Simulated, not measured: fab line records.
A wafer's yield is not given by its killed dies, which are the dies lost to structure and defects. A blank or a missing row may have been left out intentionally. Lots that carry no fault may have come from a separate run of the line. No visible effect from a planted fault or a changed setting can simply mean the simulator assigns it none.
Matching of chambers	flow sky130	4 sister chambers for SKY_VIA4_CMP_02 on cmp-02
The step polishes SiO2. 4 wafers are shown with their chamber, then 11 later ones without.

WAFERS WITH THEIR CHAMBER
wafer	chamber	motorCurrentA (A)
L081.2	3	12.5
L083.2	2	11.7
L083.6	1	12.3
L084.1	0	13.8

WAFERS WHOSE CHAMBER IS MISSING
wafer	motorCurrentA (A)
L084.5	12.8
L084.6	12.9
L089.2	12.2
L089.4	12.5
L089.5	12.5
L095.2	12.8
L095.3	11.3
L095.5	12.6
L097.1	13.5
L097.5	12.7
L097.6	11.3

EACH ONE'S CHAMBER
wafer	from the rows above	in truth
L084.5	can't be placed: 3 or 1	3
L084.6	can't be placed: 3 or 1 or 0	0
L089.2	can't be placed: 1 or 3 or 2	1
L089.4	can't be placed: 3 or 1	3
L089.5	can't be placed: 3 or 1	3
L095.2	can't be placed: 3 or 1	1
L095.3	2	2
L095.5	can't be placed: 3 or 1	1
L097.1	0	0
L097.5	can't be placed: 3 or 1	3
L097.6	2	2
Correctly placed: 3 of 11. Cannot be placed on the basis of these rows: 8; the candidates contain the true chamber in 8. Wrongly placed: 0.
How it was worked out, from the rows above alone: a wafer's distance from a chamber is the root of the sum, over the readings, of the square of ((its reading less the chamber's mean) divided by the reading's scatter). If the next closest chamber is less than 2 further off than the closest, the wafer can't be placed; otherwise it belongs to the closest. A chamber's mean is the mean of its shown wafers. The scatter (one wafer shown for each chamber): square how far every hidden wafer sits from the nearest shown wafer, average those squares and take the square root.
